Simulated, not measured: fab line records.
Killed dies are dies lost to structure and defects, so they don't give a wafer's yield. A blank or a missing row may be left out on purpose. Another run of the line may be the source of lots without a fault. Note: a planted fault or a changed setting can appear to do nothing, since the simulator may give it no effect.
2 desks looking at one fault + flow sky130 + what lay behind the numbers comes last; until then each desk has only its own

== METROLOGY DESK ==
Lot by lot, what the gauges showed, no matter which tool ran the lot: averages of those sampled wafers that carry a number. If a lot's mean is further than 4 standard deviations from the usual mean, the lot is out of limits and carries the mark OUT (the distance appears in the brackets).
Columns: A = NWELL_2_TW at SKY_NWELL_TW_MEAS_26, usual 493
| lot  | first seen here | A   |
|------|-----------------|-----|
| L195 | day 5 13:31     | 498 |
| L196 | day 5 19:49     | 498 |
| L197 | day 5 21:58     | 497 |
| L199 | day 6 12:18     | 495 |
| L200 | day 6 16:40     | 500 |
| L203 | day 7 04:52     | 493 |
| L205 | day 7 19:40     | 497 |
| L207 | day 8 08:01     | 487 |
| L208 | day 8 15:52     | 490 |
| L213 | day 9 21:45     | 485 |
| L214 | day 10 01:16    | 497 |
| L215 | day 10 10:13    | 488 |
| L216 | day 10 15:10    | 489 |
| L218 | day 10 23:25    | 498 |
Result from this desk: across the 14 lots, nothing is out of limits.

== DESK OF THE TOOL OWNER: lithoTrack-04 ==
The tool's own readings at SKY_PWDE_COAT_02 (resist thk 3000 nm): means of the sampled wafers that have a number, for each lot that ran on this tool. If a lot's mean is further than 4 standard deviations from the usual mean, the lot is out of limits and carries the mark OUT (the distance appears in the brackets).
Columns: A = spinSpeedRpm at SKY_PWDE_COAT_02, usual 2000.0 rpm
| lot  | first seen here | A      |
|------|-----------------|--------|
| L195 | day 3 18:11     | 1998.7 |
| L203 | day 5 04:36     | 1999.8 |
| L205 | day 5 19:39     | 1999.7 |
Result from this desk: across the 3 lots, nothing is out of limits.

== BROUGHT TOGETHER ==
At the metrology desk, nothing out of limits was observed.
The desk of the tool owner found nothing out of limits.

== WHAT THE SIMULATOR PUT IN ==
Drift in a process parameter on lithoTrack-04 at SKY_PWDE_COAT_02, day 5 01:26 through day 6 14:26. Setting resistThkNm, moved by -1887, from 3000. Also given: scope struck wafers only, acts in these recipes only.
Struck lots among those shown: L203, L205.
